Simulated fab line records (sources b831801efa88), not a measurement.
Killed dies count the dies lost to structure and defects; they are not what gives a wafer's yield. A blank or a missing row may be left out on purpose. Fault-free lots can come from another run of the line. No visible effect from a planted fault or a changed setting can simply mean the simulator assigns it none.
fab line records ; flow sky130
record lots=14; wafers=42; lastDay=50
route steps=708 shown GATE_OXIDE@198
lots untouched by any fault: they come from a run of this same line in which no faults occurred
startH: start of the lot's first displayed wafer, in hours after the record's first day ; waitH: time in hours since the lot's previous step ; " the same as in the row above ; L1.1+2: one row covering several wafers at once ; - no value present, or no start provided ; * or withheld: withheld ; < > ~ a bound
route shown NAME@n: a module of which the file shows steps, and the number in the route of the first ; usual: mean/standard deviation of fault-free wafers ; same: alike in all rows ; chamber/n: place in a boat ; sites: per-site readings ; _std_site: their standard deviation ; _edge_site: mean of outer sites minus mean of inner sites ; radiusMm: how far each site lies from the wafer's centre ; mask NAME#n: copy n ; behind: the last tool/chamber to shape the wafer ; hold: why the lot went on hold/how many hours it stayed there/how the hold came to an end ; device: the n, p or np transistor that did not switch ; end of line: tests run on the same wafers once the route is complete ; where a step has no rows: the recipe by itself ; killed: count of dies lost to structure and defects at first sort (not the wafer's yield) ; map: the dies of a wafer, with x for killed, . for not killed, _ for no die there
set.NAME: the setting the step ran with; set.NAME@STEP: the setting that earlier step ran with ; model.NAME: the simulator's own value behind a step, which no gauge read
a sample of lots followed through the steps of the route, with each step as a table and each wafer as a row
services: when a tool's chamber went out of use (startH, in hours from the record's first day, below 0 if earlier), for how many hours, and the reason
## steps
# step SKY_GATE_OXIDE_IMPLANT_11
# recipe species=B; energyKev=10; doseCm2=2.6e+12; tiltDeg=withheld
# usual beamOnS=9.99/0.19; faradayCurrentUA=14.68/0.27
lot.wafer;tool;chamber;startH;waitH;beamOnS;faradayCurrentUA
L166.1;implanter-04;0;302.55;0.0;9.78;14.96
L166.4;implanter-04;0;302.55;0.0;9.75;15.14
L166.6;implanter-04;0;302.55;0.0;10.08;14.43
L167.1;implanter-03;0;310.63;0.0;9.83;14.95
L167.3;implanter-03;0;310.63;0.0;9.78;15.01
L167.4;implanter-03;0;310.63;0.0;9.84;14.90
L168.2;implanter-03;0;323.98;0.0;10.08;14.54
L168.5;implanter-03;0;323.98;0.0;10.12;14.45
L168.6;implanter-03;0;323.98;0.0;10.22;14.36
L173.2;implanter-03;0;361.06;0.0;9.99;14.71
L173.4;implanter-03;0;361.06;0.0;10.08;14.57
L173.5;implanter-03;0;361.06;0.0;10.06;14.61
L177.1;implanter-03;0;404.42;0.0;11.56;12.69
L177.3;implanter-03;0;404.42;0.0;11.50;12.75
L177.6;implanter-03;0;404.42;0.0;11.23;13.04
L178.2;implanter-03;0;413.35;0.0;11.50;12.77
L178.3;implanter-03;0;413.35;0.0;10.85;13.58
L178.5;implanter-03;0;413.35;0.0;11.26;13.01
L180.2;implanter-01;0;424.55;0.0;10.17;14.49
L180.3;implanter-01;0;424.55;0.0;9.92;14.86
L180.4;implanter-01;0;424.55;0.0;10.27;14.23
L181.2;implanter-01;0;428.33;0.0;10.10;14.59
L181.3;implanter-01;0;428.33;0.0;9.66;15.10
L181.6;implanter-01;0;428.33;0.0;10.07;14.50
L183.1;implanter-01;0;450.38;0.0;10.13;14.53
L183.3;implanter-01;0;450.38;0.0;10.06;14.59
L183.6;implanter-01;0;450.38;0.0;9.94;14.76
L184.1;implanter-04;0;452.43;0.0;10.36;14.12
L184.2;implanter-04;0;452.43;0.0;9.76;15.01
L184.4;implanter-04;0;452.43;0.0;10.01;14.63
L186.3;implanter-03;0;480.23;0.1;9.69;15.05
L186.5;implanter-03;0;480.23;0.1;10.03;14.63
L186.6;implanter-03;0;480.23;0.1;9.89;14.83
L187.1;implanter-01;0;490.78;0.0;10.15;14.49
L187.3;implanter-01;0;490.78;0.0;10.04;14.68
L187.6;implanter-01;0;490.78;0.0;10.13;14.49
L188.1;implanter-03;0;506.47;0.0;10.07;14.57
L188.2;implanter-03;0;506.47;0.0;10.42;14.11
L188.4;implanter-03;0;506.47;0.0;10.11;14.48
L189.1;implanter-04;0;522.62;0.0;10.10;14.53
L189.2;implanter-04;0;522.62;0.0;9.84;15.03
L189.4;implanter-04;0;522.62;0.0;10.24;14.41
# step SKY_GATE_OXIDE_TW_MEAS_14
# usual GATE_OXIDE_TW=223.4/2.9
lot.wafer;tool;chamber;startH;waitH;GATE_OXIDE_TW
L166.1;filmMetro-03;-;302.90;0.1;228.7
L166.4;filmMetro-03;-;302.90;0.1;227.1
L166.6;filmMetro-03;-;302.90;0.1;227.8
L167.1;filmMetro-03;-;310.98;0.1;226.8
L167.3;filmMetro-03;-;310.98;0.1;226.6
L167.4;filmMetro-03;-;310.98;0.1;226.8
L168.2;filmMetro-03;-;324.32;0.1;227.1
L168.5;filmMetro-03;-;324.32;0.1;226.8
L168.6;filmMetro-03;-;324.32;0.1;227.4
L173.2;filmMetro-02;-;361.41;0.1;225.4
L173.4;filmMetro-02;-;361.41;0.1;224.8
L173.5;filmMetro-02;-;361.41;0.1;224.8
L177.1;filmMetro-01;-;404.79;0.1;228.4
L177.3;filmMetro-01;-;404.79;0.1;227.8
L177.6;filmMetro-01;-;404.79;0.1;228.8
L178.2;filmMetro-02;-;413.69;0.1;233.8
L178.3;filmMetro-02;-;413.69;0.1;234.2
L178.5;filmMetro-02;-;413.69;0.1;233.0
L180.2;filmMetro-02;-;424.89;0.1;224.4
L180.3;filmMetro-02;-;424.89;0.1;224.5
L180.4;filmMetro-02;-;424.89;0.1;223.7
L181.2;filmMetro-01;-;428.66;0.1;221.4
L181.3;filmMetro-01;-;428.66;0.1;220.0
L181.6;filmMetro-01;-;428.66;0.1;220.1
L183.1;filmMetro-02;-;450.73;0.1;224.0
L183.3;filmMetro-02;-;450.73;0.1;225.7
L183.6;filmMetro-02;-;450.73;0.1;223.6
L184.1;filmMetro-02;-;452.78;0.1;223.6
L184.2;filmMetro-02;-;452.78;0.1;223.3
L184.4;filmMetro-02;-;452.78;0.1;224.7
L186.3;filmMetro-02;-;480.56;0.1;223.8
L186.5;filmMetro-02;-;480.56;0.1;224.5
L186.6;filmMetro-02;-;480.56;0.1;224.2
L187.1;filmMetro-01;-;491.13;0.1;220.1
L187.3;filmMetro-01;-;491.13;0.1;219.5
L187.6;filmMetro-01;-;491.13;0.1;219.3
L188.1;filmMetro-01;-;506.83;0.1;220.7
L188.2;filmMetro-01;-;506.83;0.1;221.4
L188.4;filmMetro-01;-;506.83;0.1;221.5
L189.1;filmMetro-01;-;522.97;0.1;221.3
L189.2;filmMetro-01;-;522.97;0.1;220.0
L189.4;filmMetro-01;-;522.97;0.1;220.9
## services
tool;chamber;startH;hours;kind
implanter-04;-;282.72;1.0;repair
implanter-01;-;299.16;11.1;repair
implanter-01;-;320.94;1.7;repair
implanter-03;-;419.49;3.8;pm
implanter-04;-;429.51;4.5;repair
implanter-03;-;438.41;15.5;repair
implanter-01;-;459.38;2.9;repair
implanter-01;-;476.59;4.8;pm
implanter-03;-;504.68;0.7;repair
## key
firstSign step=SKY_GATE_OXIDE_IMPLANT_11; reading=beamOnS; direction=up; sigmas=7; usual=9.99; struck=11.32
effect step=SKY_GATE_OXIDE_IMPLANT_11; reading=faradayCurrentUA; direction=down; sigmas=6.2; usual=14.68; struck=12.97
effect step=SKY_GATE_OXIDE_TW_MEAS_14; reading=GATE_OXIDE_TW; direction=up; sigmas=2.6; usual=223.4; struck=231.0
metAt SKY_GATE_OXIDE_IMPLANT_11
struckLots L177,L178
testerLeftOut L177,L178
onsetBetween 361.06 404.42
fault kind=processParameterDrift; tool=implanter-03; chamber=-; onsetH=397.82; steps=SKY_GATE_OXIDE_IMPLANT_11; channel=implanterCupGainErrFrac; offset=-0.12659; shape=step; endH=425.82
# testerLeftOut: of these lots the tester's yield and bins aren't shown, on N5 and GAA mostly nor the transistor test; their killed dies are dies lost to structure and defects alone, not to doping, threshold or leakage, so they don't give the yield
